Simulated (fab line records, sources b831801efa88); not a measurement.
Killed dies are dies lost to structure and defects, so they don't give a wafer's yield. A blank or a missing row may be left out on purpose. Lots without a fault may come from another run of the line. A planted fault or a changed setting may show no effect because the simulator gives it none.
A struck lot beside a sound one | flow gf180mcu | 43 steps out of a route of 602
Sound: wafers L646.1, L646.2, L646.3. Struck: wafers L634.1, L634.5, L634.6. The cause comes at the end.
At each step with rows: each side's tool, then ch and its chambers, then its first start. Under that, the readings that differ: sound wafers | struck wafers | difference of the means | sigmas: that difference in standard deviations of wafers without a fault.
alike: readings whose means differ by less than 2 such deviations, and words and numbers that are the same on both sides. not compared: withheld readings, readings that some wafer has no value for, bounds like >300 that may hide the same value, and numbers for which the record gives no deviation and whose values overlap.
The two part at a step that has a row with sigmas, a row that says differs or no value, or rows on one side only. Numbers that don't overlap but have no deviation are shown without sigmas and don't part them. A reading that every wafer of one side lacks parts them only if that side has two wafers or more.

first, 5 steps without rows for these wafers: GF_CONTACT_COAT_09 (resist thk 1000 nm); GF_CONTACT_SOFTBAKE_10 (time 60 s); GF_CONTACT_EXPOSE_11 (exposes mask Contact, target cd 220 nm); GF_CONTACT_PEB_12 (peb time 90 s); GF_CONTACT_DEVELOP_13 (develop time 60 s).
GF_CONTACT_CD_MEAS_14: target cd 220 nm.
  sound on cd_sem-01, day 22 03:59; struck on cd_sem-01, day 17 16:20
  alike: cd_nm
GF_CONTACT_OVL_MEAS_15:
  sound on overlay-01, day 22 04:06; struck on overlay-01, day 17 16:27
  alike: CONTACT_OVL
then, 5 steps without rows for these wafers: GF_CONTACT_ETCH_16 (etches BARC in N2/H2); GF_CONTACT_ETCH_17 (etches SiO2 in C4F8/O2/Ar, stops on CoSi2, target depth 860 nm); GF_CONTACT_STRIP_18 (strips in O2/N2); GF_CONTACT_CLEAN_19 (cleans in SPM); GF_CONTACT_CLEAN_20 (cleans in DIW).
GF_CONTACT_CLEAN_21: cleans in dHF, time 20 s.
  sound on wet_bench-01 ch 0, day 22 04:35; struck on wet_bench-01 ch 3, day 17 16:56
then, 1 step without rows for these wafers: GF_CONTACT_SPUTTER_22 (material Ti, target thk 15 nm, time 80.02 s).
GF_CONTACT_SPUTTER_23: material TiN, target thk 10 nm, time 40 s.
  sound on pvd_sputter-01, day 22 04:40; struck on pvd_sputter-04, day 17 17:01
  alike: throttle_valve_pct
GF_CONTACT_CVD_24: deposits W, target thk 300 nm, time 90.339 s.
  sound on cvd_w-01 ch 0,1, day 22 04:42; struck on cvd_w-02 ch 0,1, day 17 17:03
  alike: heater_power_w
GF_CONTACT_RS_MEAS_25: measures by four-point-probe.
  sound on film_metro-01, day 22 04:48; struck on film_metro-01, day 17 17:09
  alike: CONTACT_W_RS
GF_CONTACT_THK_MEAS_26: measures by xrf.
  sound on film_metro-01, day 22 04:55; struck on film_metro-01, day 17 17:16
  alike: CONTACT_W_THK
then, 1 step without rows for these wafers: GF_CONTACT_CMP_27 (polishes, stops on SiO2, t overpolish 15 s, target thk 0 nm).
GF_M1_SPUTTER_00: material Ti, target thk 37.5 nm, time 150 s.
  sound on pvd_sputter-04, day 22 05:17; struck on pvd_sputter-02, day 17 17:38
  alike: throttle_valve_pct
then, 3 steps without rows for these wafers: GF_M1_SPUTTER_01 (material TiN, target thk 30 nm, time 25 s); GF_M1_SPUTTER_02 (material AlCu, target thk 450 nm, time 23.9 s); GF_M1_SPUTTER_03 (material Ti, target thk 10 nm, time 6.7 s).
GF_M1_SPUTTER_04: material TiN, target thk 50 nm, time 41.7 s.
  sound on pvd_sputter-04, day 22 05:28; struck on pvd_sputter-02, day 17 17:49
  alike: throttle_valve_pct
GF_M1_RS_MEAS_05: measures by four-point-probe.
  sound on film_metro-03, day 22 05:30; struck on film_metro-02, day 17 17:51
  reading             | sound                | struck               | difference | sigmas
  M1_ALCU_RS (ohm/sq) | 0.0699 0.0693 0.0693 | 0.0729 0.0732 0.0711 | +0.0029    | +2
GF_M1_THK_MEAS_06: measures by xrf.
  sound on film_metro-03, day 22 05:37; struck on film_metro-02, day 17 17:58
  alike: M1_ALCU_THK
then, 7 steps without rows for these wafers: GF_M1_DEHYDRATE_07 (time 60 s); GF_M1_HMDS_08 (prime time 60 s); GF_M1_COAT_09 (resist thk 1000 nm); GF_M1_SOFTBAKE_10 (time 60 s); GF_M1_EXPOSE_11 (exposes mask Metal1, target cd 230 nm); GF_M1_PEB_12 (peb time 90 s); GF_M1_DEVELOP_13 (develop time 60 s).
GF_M1_CD_MEAS_14: target cd 230 nm.
  sound on cd_sem-01, day 23 04:38; struck on cd_sem-02, day 18 17:16
  reading    | sound             | struck            | difference | sigmas
  cd_nm (nm) | 228.4 229.5 228.5 | 232.3 232.1 233.0 | +3.7       | +3
GF_M1_OVL_MEAS_15:
  sound on overlay-02, day 23 04:46; struck on overlay-01, day 18 17:23
  alike: M1_OVL
GF_M1_METAL_ETCH_16: etches the open film in Cl2/BCl3, stops on SiO2, target depth 750.8 nm, time 125.1 s.
  sound on rie_metal-04 ch 0,1, day 23 04:48; struck on rie_metal-02 ch 0,1, day 18 17:25
  alike: drypump_motor_current_A, oes_product_au, throttle_valve_pct
  not compared: rf_hours_counter_h
then, 4 steps without rows for these wafers: GF_M1_STRIP_17 (strips in O2/N2); GF_M1_STRIP_18 (strips in post etch residue remover, time 1200 s); GF_M1_CLEAN_19 (cleans in DIW); GF_V1_CVD_00 (deposits SiO2, target thk 600 nm, time 100 s).
GF_V1_THK_MEAS_01:
  sound on film_metro-02, day 23 05:32; struck on film_metro-03, day 18 18:10
  alike: V1_CVD_00_THK
then, 1 step without rows for these wafers: GF_V1_CVD_02 (deposits SiO2 from TEOS, target thk 850 nm, time 94.851 s).
-- the record jumps here: 12 days lie between the struck wafers' starts before and after (it left off in module V1 and takes up again in module PASSIVATION, whose first step shown is number 602 of the route) --
GF_PASSIVATION_PROBE_99:
  the record has rows for the struck wafers here (prober-02, day 30 06:48) and none for the sound ones

WHERE THEY PART
First at GF_M1_RS_MEAS_05; last, within this record, at GF_PASSIVATION_PROBE_99.

WHY: what the simulator had put in
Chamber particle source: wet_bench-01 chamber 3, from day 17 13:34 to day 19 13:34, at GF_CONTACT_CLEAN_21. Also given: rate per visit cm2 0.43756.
